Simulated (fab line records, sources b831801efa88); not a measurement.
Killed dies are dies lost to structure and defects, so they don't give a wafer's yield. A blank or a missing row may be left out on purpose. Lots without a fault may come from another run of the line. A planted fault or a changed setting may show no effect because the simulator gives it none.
A sampling plan put to the test | flow gf180mcu | one fab line, 68 faults that these records tell of, each judged on the records of the lots that it struck
The plan is the line's own looks: the steps of the route at which a gauge or an inspection reads the wafer and doesn't change it. A look can be judged if struck wafers have a number there and the file gives its usual mean and standard deviation on fault-free wafers. Caught: at a look after the fault's first step, the mean of the struck wafers lies 4 or more of those standard deviations (sigma) from the usual mean. On the tool: the same test on the tool's own readings at the fault's steps. Another recipe on the struck wafers, or a record that is blank for them alone, also counts as caught.

THE FAULTS, as the simulator had put them in
1. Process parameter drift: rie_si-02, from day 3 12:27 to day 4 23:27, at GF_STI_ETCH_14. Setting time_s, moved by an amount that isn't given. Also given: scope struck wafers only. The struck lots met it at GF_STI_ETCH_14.
2. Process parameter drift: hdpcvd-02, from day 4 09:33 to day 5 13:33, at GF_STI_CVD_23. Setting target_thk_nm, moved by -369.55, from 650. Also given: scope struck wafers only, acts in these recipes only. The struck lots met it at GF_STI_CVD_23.
3. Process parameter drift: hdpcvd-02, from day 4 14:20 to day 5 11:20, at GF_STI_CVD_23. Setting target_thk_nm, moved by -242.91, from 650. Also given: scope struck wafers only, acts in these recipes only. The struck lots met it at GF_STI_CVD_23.
4. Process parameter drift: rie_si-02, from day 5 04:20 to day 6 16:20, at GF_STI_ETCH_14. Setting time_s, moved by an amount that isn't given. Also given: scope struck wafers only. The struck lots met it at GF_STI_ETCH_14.
5. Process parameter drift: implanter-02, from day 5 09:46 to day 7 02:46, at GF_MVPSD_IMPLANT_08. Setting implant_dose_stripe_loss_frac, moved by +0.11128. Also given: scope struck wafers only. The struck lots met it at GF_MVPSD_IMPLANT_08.
6. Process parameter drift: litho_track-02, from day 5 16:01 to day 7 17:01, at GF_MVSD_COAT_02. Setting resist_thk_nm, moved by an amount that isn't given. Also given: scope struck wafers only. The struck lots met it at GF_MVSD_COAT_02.
7. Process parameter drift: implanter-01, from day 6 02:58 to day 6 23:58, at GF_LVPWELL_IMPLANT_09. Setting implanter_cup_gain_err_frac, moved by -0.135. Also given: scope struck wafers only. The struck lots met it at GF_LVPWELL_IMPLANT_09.
8. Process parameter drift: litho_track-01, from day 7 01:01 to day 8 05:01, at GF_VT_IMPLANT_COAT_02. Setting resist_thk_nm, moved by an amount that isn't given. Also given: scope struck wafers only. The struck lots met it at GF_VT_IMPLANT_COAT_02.
9. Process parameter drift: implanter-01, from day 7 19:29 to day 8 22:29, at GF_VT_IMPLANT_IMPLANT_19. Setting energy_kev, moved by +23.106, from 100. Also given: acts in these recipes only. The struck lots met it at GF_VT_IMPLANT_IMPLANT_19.
10. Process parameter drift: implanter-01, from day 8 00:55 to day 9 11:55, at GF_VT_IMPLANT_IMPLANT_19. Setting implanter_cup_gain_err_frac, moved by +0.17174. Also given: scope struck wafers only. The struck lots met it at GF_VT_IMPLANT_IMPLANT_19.
11. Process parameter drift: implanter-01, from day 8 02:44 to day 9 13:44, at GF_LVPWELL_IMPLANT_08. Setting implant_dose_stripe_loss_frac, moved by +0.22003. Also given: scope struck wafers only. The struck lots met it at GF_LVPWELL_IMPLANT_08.
12. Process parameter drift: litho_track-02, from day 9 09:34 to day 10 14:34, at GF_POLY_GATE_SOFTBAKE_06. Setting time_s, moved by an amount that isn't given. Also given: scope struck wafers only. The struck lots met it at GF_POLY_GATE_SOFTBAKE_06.
13. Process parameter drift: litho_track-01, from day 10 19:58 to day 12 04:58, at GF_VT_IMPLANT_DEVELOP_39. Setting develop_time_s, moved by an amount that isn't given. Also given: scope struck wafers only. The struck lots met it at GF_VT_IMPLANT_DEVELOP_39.
14. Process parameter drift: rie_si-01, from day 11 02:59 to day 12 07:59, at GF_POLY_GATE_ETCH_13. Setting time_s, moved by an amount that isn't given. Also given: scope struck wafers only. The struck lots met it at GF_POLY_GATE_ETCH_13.
15. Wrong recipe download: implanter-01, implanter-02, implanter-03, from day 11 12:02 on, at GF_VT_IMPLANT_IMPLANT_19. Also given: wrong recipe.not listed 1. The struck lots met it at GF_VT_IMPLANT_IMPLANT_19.
16. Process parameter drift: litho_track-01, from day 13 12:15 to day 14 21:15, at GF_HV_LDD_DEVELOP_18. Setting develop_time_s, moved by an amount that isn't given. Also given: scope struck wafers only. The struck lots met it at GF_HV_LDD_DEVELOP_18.
17. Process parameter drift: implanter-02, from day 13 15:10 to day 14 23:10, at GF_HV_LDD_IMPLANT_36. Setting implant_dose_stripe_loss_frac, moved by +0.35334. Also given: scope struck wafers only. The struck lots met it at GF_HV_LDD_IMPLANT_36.
18. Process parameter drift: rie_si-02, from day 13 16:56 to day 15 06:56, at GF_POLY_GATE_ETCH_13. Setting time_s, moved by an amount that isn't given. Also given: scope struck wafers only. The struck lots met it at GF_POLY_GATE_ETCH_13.
19. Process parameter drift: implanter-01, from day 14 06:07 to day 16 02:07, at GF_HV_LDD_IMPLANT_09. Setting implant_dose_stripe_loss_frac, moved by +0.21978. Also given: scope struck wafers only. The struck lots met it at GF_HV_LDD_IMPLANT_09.
20. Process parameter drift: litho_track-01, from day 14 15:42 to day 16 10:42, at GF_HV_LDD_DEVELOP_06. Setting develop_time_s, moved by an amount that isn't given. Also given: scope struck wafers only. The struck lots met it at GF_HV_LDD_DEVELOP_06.
21. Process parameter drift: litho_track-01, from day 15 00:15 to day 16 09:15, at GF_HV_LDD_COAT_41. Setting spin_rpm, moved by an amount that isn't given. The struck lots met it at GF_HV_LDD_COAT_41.
22. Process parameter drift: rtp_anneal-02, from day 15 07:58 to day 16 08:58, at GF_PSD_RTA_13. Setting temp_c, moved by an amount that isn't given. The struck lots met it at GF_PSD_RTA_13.
23. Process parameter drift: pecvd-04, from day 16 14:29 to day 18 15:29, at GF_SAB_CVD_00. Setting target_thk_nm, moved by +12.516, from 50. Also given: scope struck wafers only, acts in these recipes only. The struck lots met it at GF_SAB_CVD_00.
24. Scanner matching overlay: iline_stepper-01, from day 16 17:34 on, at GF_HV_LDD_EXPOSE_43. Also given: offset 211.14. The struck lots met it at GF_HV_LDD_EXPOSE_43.
25. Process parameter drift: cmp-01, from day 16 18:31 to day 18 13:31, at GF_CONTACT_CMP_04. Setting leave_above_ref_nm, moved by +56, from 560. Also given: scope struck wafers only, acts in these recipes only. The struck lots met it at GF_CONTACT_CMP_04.
26. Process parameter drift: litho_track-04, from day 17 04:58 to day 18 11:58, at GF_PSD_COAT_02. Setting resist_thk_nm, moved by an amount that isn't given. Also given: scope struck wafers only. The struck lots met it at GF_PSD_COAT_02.
27. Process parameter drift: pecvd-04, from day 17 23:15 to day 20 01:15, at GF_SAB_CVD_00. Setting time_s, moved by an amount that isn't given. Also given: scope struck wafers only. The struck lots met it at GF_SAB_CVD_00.
28. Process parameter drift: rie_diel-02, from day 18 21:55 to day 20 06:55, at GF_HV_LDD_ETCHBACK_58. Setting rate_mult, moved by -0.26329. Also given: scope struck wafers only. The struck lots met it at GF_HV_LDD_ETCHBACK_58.
29. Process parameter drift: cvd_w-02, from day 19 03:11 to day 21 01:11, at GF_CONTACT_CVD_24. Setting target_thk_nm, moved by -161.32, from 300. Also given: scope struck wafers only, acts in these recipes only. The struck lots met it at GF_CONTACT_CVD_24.
30. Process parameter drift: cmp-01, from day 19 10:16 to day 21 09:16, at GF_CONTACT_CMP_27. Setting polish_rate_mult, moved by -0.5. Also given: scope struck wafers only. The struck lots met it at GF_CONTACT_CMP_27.
31. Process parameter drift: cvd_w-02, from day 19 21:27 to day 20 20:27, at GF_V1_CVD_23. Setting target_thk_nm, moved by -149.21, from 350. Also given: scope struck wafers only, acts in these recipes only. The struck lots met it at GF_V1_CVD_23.
32. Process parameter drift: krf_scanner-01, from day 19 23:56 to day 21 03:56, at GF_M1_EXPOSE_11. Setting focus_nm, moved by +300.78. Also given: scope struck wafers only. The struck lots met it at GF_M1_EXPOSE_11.
33. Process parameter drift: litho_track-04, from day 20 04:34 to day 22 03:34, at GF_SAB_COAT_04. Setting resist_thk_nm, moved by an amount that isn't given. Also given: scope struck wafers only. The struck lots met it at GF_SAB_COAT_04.
34. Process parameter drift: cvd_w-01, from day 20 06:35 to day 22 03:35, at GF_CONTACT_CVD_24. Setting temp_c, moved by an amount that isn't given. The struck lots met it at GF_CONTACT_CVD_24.
35. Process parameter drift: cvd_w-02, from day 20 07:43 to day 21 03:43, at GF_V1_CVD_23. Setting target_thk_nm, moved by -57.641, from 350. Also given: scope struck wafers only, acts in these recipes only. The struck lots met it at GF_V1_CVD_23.
36. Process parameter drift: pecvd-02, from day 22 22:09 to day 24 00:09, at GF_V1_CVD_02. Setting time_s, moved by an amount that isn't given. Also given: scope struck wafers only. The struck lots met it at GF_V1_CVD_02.
37. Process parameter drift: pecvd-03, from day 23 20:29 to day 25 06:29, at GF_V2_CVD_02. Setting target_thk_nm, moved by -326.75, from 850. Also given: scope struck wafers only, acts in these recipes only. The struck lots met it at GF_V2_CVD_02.
38. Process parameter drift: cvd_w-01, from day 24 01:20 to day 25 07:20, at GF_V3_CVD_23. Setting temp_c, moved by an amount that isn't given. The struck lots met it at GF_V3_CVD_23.
39. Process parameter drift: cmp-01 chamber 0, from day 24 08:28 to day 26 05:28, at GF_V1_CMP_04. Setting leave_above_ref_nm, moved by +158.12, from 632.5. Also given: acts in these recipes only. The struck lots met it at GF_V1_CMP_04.
40. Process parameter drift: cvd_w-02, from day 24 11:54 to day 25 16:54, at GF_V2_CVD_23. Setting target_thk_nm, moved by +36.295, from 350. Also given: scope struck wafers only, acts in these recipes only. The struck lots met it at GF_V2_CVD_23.
41. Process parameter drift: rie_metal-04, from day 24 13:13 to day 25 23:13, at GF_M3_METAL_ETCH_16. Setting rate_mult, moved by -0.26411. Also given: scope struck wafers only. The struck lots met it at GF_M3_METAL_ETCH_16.
42. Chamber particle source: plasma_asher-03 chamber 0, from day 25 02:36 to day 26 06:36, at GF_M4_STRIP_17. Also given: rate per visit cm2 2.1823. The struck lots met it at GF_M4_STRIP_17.
43. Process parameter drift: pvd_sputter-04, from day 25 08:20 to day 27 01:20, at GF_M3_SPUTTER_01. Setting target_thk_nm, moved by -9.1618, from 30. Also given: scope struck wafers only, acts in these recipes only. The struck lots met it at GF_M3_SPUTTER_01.
44. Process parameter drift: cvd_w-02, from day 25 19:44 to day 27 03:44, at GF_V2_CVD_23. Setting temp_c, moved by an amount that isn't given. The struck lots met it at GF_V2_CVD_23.
45. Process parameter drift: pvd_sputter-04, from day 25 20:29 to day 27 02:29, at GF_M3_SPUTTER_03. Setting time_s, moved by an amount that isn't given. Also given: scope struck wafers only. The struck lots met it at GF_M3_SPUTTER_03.
46. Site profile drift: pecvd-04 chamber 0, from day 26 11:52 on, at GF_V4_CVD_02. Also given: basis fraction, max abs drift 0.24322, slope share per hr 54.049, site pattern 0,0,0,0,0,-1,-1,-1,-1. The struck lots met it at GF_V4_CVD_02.
47. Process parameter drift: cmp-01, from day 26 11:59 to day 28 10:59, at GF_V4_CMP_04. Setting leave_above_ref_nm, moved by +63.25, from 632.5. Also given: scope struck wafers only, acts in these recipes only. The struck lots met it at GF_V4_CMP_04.
48. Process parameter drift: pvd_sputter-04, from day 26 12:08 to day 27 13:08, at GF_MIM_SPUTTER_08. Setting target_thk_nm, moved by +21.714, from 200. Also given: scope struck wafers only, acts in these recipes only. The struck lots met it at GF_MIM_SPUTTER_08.
49. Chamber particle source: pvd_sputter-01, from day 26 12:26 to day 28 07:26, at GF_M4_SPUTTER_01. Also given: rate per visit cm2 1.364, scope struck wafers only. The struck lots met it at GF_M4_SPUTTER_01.
50. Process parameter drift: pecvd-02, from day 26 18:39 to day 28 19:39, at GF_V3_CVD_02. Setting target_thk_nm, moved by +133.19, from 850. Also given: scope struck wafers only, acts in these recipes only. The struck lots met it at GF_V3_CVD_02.
51. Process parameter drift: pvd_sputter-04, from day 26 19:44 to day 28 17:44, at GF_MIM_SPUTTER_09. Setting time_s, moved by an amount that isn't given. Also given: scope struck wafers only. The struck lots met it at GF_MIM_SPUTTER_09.
52. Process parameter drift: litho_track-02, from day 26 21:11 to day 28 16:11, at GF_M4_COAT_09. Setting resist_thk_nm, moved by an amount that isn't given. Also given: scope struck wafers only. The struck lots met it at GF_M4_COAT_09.
53. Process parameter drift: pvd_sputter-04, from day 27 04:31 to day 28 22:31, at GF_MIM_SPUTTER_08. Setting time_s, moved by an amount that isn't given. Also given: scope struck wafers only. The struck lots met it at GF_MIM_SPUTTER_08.
54. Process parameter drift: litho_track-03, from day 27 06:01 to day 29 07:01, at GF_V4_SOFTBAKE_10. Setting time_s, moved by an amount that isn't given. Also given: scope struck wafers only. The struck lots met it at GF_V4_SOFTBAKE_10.
55. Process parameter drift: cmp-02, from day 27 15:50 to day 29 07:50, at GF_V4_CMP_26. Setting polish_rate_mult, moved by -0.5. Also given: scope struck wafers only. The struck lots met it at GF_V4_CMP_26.
56. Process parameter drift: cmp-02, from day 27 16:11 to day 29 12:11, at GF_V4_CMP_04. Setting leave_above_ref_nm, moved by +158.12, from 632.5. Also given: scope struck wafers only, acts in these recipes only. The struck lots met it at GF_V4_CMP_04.
57. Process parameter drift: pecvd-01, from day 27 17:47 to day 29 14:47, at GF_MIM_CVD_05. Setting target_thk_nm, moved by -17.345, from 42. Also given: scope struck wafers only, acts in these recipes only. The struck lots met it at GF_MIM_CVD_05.
58. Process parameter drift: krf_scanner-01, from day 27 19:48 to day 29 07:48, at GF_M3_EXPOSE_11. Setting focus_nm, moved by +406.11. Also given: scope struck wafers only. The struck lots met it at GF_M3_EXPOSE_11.
59. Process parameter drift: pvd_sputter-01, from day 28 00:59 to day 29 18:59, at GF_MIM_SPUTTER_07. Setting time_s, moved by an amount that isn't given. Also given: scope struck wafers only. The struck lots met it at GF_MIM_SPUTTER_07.
60. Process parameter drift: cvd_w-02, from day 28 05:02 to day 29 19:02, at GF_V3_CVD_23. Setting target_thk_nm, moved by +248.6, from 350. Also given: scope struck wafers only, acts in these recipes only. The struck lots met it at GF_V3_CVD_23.
61. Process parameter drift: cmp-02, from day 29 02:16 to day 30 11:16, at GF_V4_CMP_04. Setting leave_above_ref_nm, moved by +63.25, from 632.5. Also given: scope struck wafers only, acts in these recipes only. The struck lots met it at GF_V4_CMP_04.
62. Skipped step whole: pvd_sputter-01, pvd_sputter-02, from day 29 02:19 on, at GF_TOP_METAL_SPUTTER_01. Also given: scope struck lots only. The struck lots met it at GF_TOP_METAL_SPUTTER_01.
63. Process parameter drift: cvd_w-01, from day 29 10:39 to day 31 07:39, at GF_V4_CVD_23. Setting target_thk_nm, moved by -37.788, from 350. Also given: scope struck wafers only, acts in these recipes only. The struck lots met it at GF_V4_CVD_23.
64. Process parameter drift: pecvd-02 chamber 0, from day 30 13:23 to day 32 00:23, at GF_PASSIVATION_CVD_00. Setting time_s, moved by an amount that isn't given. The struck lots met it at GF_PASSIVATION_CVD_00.
65. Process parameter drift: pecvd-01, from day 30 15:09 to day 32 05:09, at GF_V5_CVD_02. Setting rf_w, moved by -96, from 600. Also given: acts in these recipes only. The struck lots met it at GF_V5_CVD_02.
66. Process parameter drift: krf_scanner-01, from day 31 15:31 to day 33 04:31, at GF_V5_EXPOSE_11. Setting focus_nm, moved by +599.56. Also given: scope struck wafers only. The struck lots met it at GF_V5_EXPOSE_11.
67. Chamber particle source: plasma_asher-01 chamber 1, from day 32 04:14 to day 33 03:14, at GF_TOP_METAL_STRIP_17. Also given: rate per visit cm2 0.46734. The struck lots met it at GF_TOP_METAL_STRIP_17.
68. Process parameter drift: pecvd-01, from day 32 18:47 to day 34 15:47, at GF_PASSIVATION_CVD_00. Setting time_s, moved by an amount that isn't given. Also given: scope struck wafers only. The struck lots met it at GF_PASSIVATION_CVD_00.

WHAT THE PLAN SAW
fault | on the tool itself                               | first look that catches it                      | reading, sigma                                      | median hours from its first step to that look | hours from the fault's start to the first struck lot there | judged looks passed uncaught
1     | run_length_s +40 sigma                           | no look after it can be judged                  | -                                                   | -                                             | -                                                          | 0
2     | under 2 sigma                                    | GF_STI_THK_MEAS_24                              | STI_CVD_23_THK -54                                  | 0.1                                           | 2                                                          | 0
3     | no reading that can be judged                    | GF_STI_THK_MEAS_24                              | STI_CVD_23_THK -35                                  | 0.1                                           | 3                                                          | 0
4     | run_length_s -99 or beyond sigma                 | none of the 2 looks that can be judged after it | -                                                   | -                                             | -                                                          | 2
5     | under 2 sigma                                    | GF_VT_IMPLANT_RS_MEAS_49                        | MVPSD_RS +4.6                                       | 64.8                                          | 67                                                         | 0
6     | no reading that can be judged                    | not the one look that can be judged after it    | -                                                   | -                                             | -                                                          | 1
7     | beam_on_s +7.1 sigma                             | GF_VT_IMPLANT_RS_MEAS_48                        | LVPWELL_RS -9.3                                     | 100.5                                         | 104                                                        | 0
8     | no reading that can be judged                    | not the one look that can be judged after it    | -                                                   | -                                             | -                                                          | 1
9     | beam_energy_keV +99 or beyond sigma              | GF_VT_IMPLANT_TW_MEAS_21                        | VT_IMPLANT_2_TW +7.6                                | 0.2                                           | 2                                                          | 0
10    | faraday_current_uA +8.2 sigma                    | GF_VT_IMPLANT_TW_MEAS_21                        | VT_IMPLANT_2_TW -6.7                                | 0.2                                           | 4                                                          | 0
11    | under 2 sigma                                    | GF_VT_IMPLANT_RS_MEAS_48                        | LVPWELL_RS +5.3                                     | 112.2                                         | 123                                                        | 0
12    | heater_power_total_W +99 or beyond sigma         | none of the 2 looks that can be judged after it | -                                                   | -                                             | -                                                          | 2
13    | no reading that can be judged                    | GF_VT_IMPLANT_TW_MEAS_43                        | VT_IMPLANT_4_TW -99 or beyond                       | 0.4                                           | 7                                                          | 0
14    | run_length_s -60 sigma                           | no look after it can be judged                  | -                                                   | -                                             | -                                                          | 0
15    | under 2 sigma                                    | GF_VT_IMPLANT_TW_MEAS_21                        | VT_IMPLANT_2_TW -55                                 | 0.2                                           | 3                                                          | 0
16    | under 2 sigma                                    | GF_HV_LDD_TW_MEAS_23                            | HV_LDD_2_TW -99 or beyond                           | 0.6                                           | 3                                                          | 0
17    | under 2 sigma                                    | none of the 7 looks that can be judged after it | -                                                   | -                                             | -                                                          | 7
18    | run_length_s +7.4 sigma                          | no look after it can be judged                  | -                                                   | -                                             | -                                                          | 0
19    | no reading that can be judged                    | GF_HV_LDD_RS_MEAS_53                            | HV_LDD_RS +5.0                                      | 69.4                                          | 84                                                         | 0
20    | no reading that can be judged                    | GF_HV_LDD_CD_MEAS_07                            | cd_nm -31                                           | 0.1                                           | 4                                                          | 0
21    | spin_speed_rpm +99 or beyond sigma               | no look after it can be judged                  | -                                                   | -                                             | -                                                          | 0
22    | only faintly: lamp_power_pct +2.5 sigma          | GF_PSD_RS_MEAS_14                               | NSD_RS -34                                          | 0.1                                           | 4                                                          | 0
23    | under 2 sigma                                    | GF_SAB_THK_MEAS_01                              | SAB_CVD_00_THK +16                                  | 0.0                                           | 4                                                          | 0
24    | no reading that can be judged                    | GF_HV_LDD_OVL_MEAS_47                           | HV_LDD_03_OVL +99 or beyond                         | 11.7                                          | 24                                                         | 0
25    | time_to_endpoint_s -4.4 sigma                    | no look after it can be judged                  | -                                                   | -                                             | -                                                          | 0
26    | no reading that can be judged                    | not the one look that can be judged after it    | -                                                   | -                                             | -                                                          | 1
27    | under 2 sigma                                    | GF_SAB_THK_MEAS_01                              | SAB_CVD_00_THK -10                                  | 0.0                                           | 20                                                         | 0
28    | under 2 sigma                                    | no look after it can be judged                  | -                                                   | -                                             | -                                                          | 0
29    | under 2 sigma                                    | GF_CONTACT_RS_MEAS_25                           | CONTACT_W_RS +99 or beyond                          | 0.1                                           | 43                                                         | 0
30    | overpolish_run_s -99 or beyond sigma             | no look after it can be judged                  | -                                                   | -                                             | -                                                          | 0
31    | under 2 sigma                                    | GF_V1_RS_MEAS_24                                | V1_W_RS +70                                         | 0.1                                           | 8                                                          | 0
32    | no reading that can be judged                    | GF_M1_CD_MEAS_14                                | cd_nm -20                                           | 11.9                                          | 28                                                         | 0
33    | under 2 sigma                                    | none of the 2 looks that can be judged after it | -                                                   | -                                             | -                                                          | 2
34    | susceptor_temp_C -73 sigma                       | GF_CONTACT_RS_MEAS_25                           | CONTACT_W_RS +38                                    | 0.1                                           | 7                                                          | 0
35    | under 2 sigma                                    | GF_V1_RS_MEAS_24                                | V1_W_RS +17                                         | 0.1                                           | 7                                                          | 0
36    | run_length_s +11 sigma                           | GF_V1_THK_MEAS_03                               | V1_CVD_02_THK +5.2                                  | 0.1                                           | 6                                                          | 0
37    | under 2 sigma                                    | GF_V2_THK_MEAS_03                               | V2_CVD_02_THK -27                                   | 0.1                                           | 4                                                          | 0
38    | susceptor_temp_C +43 sigma                       | GF_V3_RS_MEAS_24                                | V3_W_RS -11                                         | 0.1                                           | 8                                                          | 0
39    | time_to_endpoint_s -10 sigma                     | no look after it can be judged                  | -                                                   | -                                             | -                                                          | 0
40    | under 2 sigma                                    | GF_V2_RS_MEAS_24                                | V2_W_RS -10                                         | 0.1                                           | 5                                                          | 0
41    | oes_product_au -24 sigma                         | no look after it can be judged                  | -                                                   | -                                             | -                                                          | 0
42    | under 2 sigma                                    | no look after it can be judged                  | -                                                   | -                                             | -                                                          | 0
43    | under 2 sigma                                    | no look after it can be judged                  | -                                                   | -                                             | -                                                          | 0
44    | susceptor_temp_C -17 sigma                       | GF_V2_RS_MEAS_24                                | V2_W_RS +6.4                                        | 0.1                                           | 5                                                          | 0
45    | under 2 sigma                                    | no look after it can be judged                  | -                                                   | -                                             | -                                                          | 0
46    | under 2 sigma                                    | GF_V4_THK_MEAS_03                               | V4_CVD_02_THK -8.3                                  | 0.1                                           | 1                                                          | 0
47    | time_to_endpoint_s -4.9 sigma                    | not the one look that can be judged after it    | -                                                   | -                                             | -                                                          | 1
48    | under 2 sigma                                    | GF_MIM_RS_MEAS_10                               | MIM_ALCU_RS -8.1                                    | 0.1                                           | 4                                                          | 0
49    | only faintly: throttle_valve_pct -2.0 sigma      | none of the 7 looks that can be judged after it | -                                                   | -                                             | -                                                          | 7
50    | under 2 sigma                                    | GF_V3_THK_MEAS_03                               | V3_CVD_02_THK +10                                   | 0.1                                           | 5                                                          | 0
51    | under 2 sigma                                    | none of the 4 looks that can be judged after it | -                                                   | -                                             | -                                                          | 4
52    | under 2 sigma                                    | not the one look that can be judged after it    | -                                                   | -                                             | -                                                          | 1
53    | under 2 sigma                                    | none of the 2 looks that can be judged after it | strongest: MIM_ALCU_RS at GF_MIM_RS_MEAS_10, +3.7   | -                                             | -                                                          | 2
54    | heater_power_total_W +98 sigma                   | none of the 2 looks that can be judged after it | strongest: cd_nm at GF_V4_CD_MEAS_14, -2.2          | -                                             | -                                                          | 2
55    | overpolish_run_s -99 or beyond sigma             | no look after it can be judged                  | -                                                   | -                                             | -                                                          | 0
56    | time_to_endpoint_s -10 sigma                     | not the one look that can be judged after it    | -                                                   | -                                             | -                                                          | 1
57    | under 2 sigma                                    | GF_MIM_THK_MEAS_06                              | MIM_CVD_05_THK -33                                  | 0.0                                           | 6                                                          | 0
58    | no reading that can be judged                    | GF_M3_CD_MEAS_14                                | cd_nm -36                                           | 9.5                                           | 21                                                         | 0
59    | under 2 sigma                                    | no look after it can be judged                  | -                                                   | -                                             | -                                                          | 0
60    | under 2 sigma                                    | GF_V3_RS_MEAS_24                                | V3_W_RS -32                                         | 0.1                                           | 7                                                          | 0
61    | time_to_endpoint_s -4.7 sigma                    | not the one look that can be judged after it    | -                                                   | -                                             | -                                                          | 1
62    | the tool's record is blank for the struck wafers | not the one look that can be judged after it    | -                                                   | -                                             | -                                                          | 1
63    | under 2 sigma                                    | GF_V4_RS_MEAS_24                                | V4_W_RS +13                                         | 0.1                                           | 12                                                         | 0
64    | run_length_s +55 sigma                           | GF_PASSIVATION_THK_MEAS_01                      | PASSIVATION_CVD_00_THK +29                          | 0.1                                           | 5                                                          | 0
65    | rf_fwd_power_W -44 sigma                         | not the one look that can be judged after it    | strongest: V5_CVD_02_THK at GF_V5_THK_MEAS_03, -2.9 | -                                             | -                                                          | 1
66    | no reading that can be judged                    | GF_V5_CD_MEAS_14                                | cd_nm +18                                           | 8.1                                           | 15                                                         | 0
67    | under 2 sigma                                    | no look after it can be judged                  | -                                                   | -                                             | -                                                          | 0
68    | run_length_s -21 sigma                           | GF_PASSIVATION_THK_MEAS_01                      | PASSIVATION_CVD_00_THK -10                          | 0.1                                           | 7                                                          | 0
A dash: the fault isn't caught, or these records don't give the number.

Caught at a look: 36 of 68. Caught on the tool: 26 of 68. By one or the other: 53 of 68.
Caught on the tool alone: faults 1, 4, 12, 14, 18, 21, 25, 30, 39, 41, 47, 54, 55, 56, 61, 62, 65.
Caught at a look alone: faults 2, 3, 5, 11, 13, 15, 16, 19, 20, 22, 23, 24, 27, 29, 31, 32, 35, 37, 40, 46, 48, 50, 57, 58, 60, 63, 66.
Caught by neither: faults 6, 8, 17, 26, 28, 33, 42, 43, 45, 49, 51, 52, 53, 59, 67.

THINNER SAMPLING
If the look that catches a fault measured only every second or every third lot, by lot number, the first struck lot would be measured this late in the worst case:
fault | struck lots at that look, in order of time | every lot | every second lot | every third lot
2     | L109, L110                                 | 2 h       | 8 h              | may miss all 2
3     | L180, L181, L182                           | 3 h       | 8 h              | 15 h
5     | L645, L646, L649                           | 67 h      | 76 h             | may miss all 3
7     | L406, L407, L408                           | 104 h     | 108 h            | 115 h
9     | L334, L335, L336                           | 2 h       | 10 h             | 17 h
10    | L529, L530, L532                           | 4 h       | 11 h             | may miss all 3
11    | L842, L843, L844                           | 123 h     | 130 h            | 135 h
13    | L314, L316                                 | 7 h       | may miss all 2   | may miss all 2
15    | L434, L435, L436                           | 3 h       | 9 h              | 13 h
16    | L666, L668                                 | 3 h       | may miss all 2   | may miss all 2
19    | L411, L412, L413                           | 84 h      | 93 h             | 104 h
20    | L693, L694, L697                           | 4 h       | 5 h              | may miss all 3
22    | L532, L533                                 | 4 h       | 18 h             | may miss all 2
23    | L613, L616, L617                           | 4 h       | 30 h             | may miss all 3
24    | L891, L892                                 | 24 h      | 33 h             | may miss all 2
27    | L632, L633                                 | 20 h      | 37 h             | may miss all 2
29    | L775                                       | 43 h      | may miss it      | may miss it
31    | L810, L811, L812                           | 8 h       | 13 h             | 18 h
32    | L104, L105                                 | 28 h      | 39 h             | may miss all 2
34    | L250, L253                                 | 7 h       | 41 h             | may miss all 2
35    | L569                                       | 7 h       | may miss it      | may miss it
36    | L840, L841                                 | 6 h       | 11 h             | may miss all 2
37    | L317, L318, L319                           | 4 h       | 19 h             | 29 h
38    | L788, L790                                 | 8 h       | may miss all 2   | may miss all 2
40    | L534                                       | 5 h       | may miss it      | may miss it
44    | L629, L630, L632                           | 5 h       | 6 h              | may miss all 3
46    | L948, L949                                 | 1 h       | 14 h             | may miss all 2
48    | L552, L554                                 | 4 h       | may miss all 2   | may miss all 2
50    | L782                                       | 5 h       | may miss it      | may miss it
57    | L171, L174                                 | 6 h       | 22 h             | may miss all 2
58    | L660, L661                                 | 21 h      | 26 h             | may miss all 2
60    | L525, L528                                 | 7 h       | 24 h             | may miss all 2
63    | L896                                       | 12 h      | may miss it      | may miss it
64    | L590, L592                                 | 5 h       | may miss all 2   | may miss all 2
66    | L573, L575                                 | 15 h      | may miss all 2   | may miss all 2
68    | L161, L167                                 | 7 h       | may miss all 2   | may miss all 2
Hours are from the fault's start to the first struck lot that is measured. The limit of 4 sigma was tested on all struck wafers together, so one lot alone may lie under it. Other struck lots may not be in these records.

THE LONGEST TIMED WAY FROM STEP TO LOOK
Fault 11: a median of 112.2 hours passes between GF_LVPWELL_IMPLANT_08 and GF_VT_IMPLANT_RS_MEAS_48. No look between them can be judged.
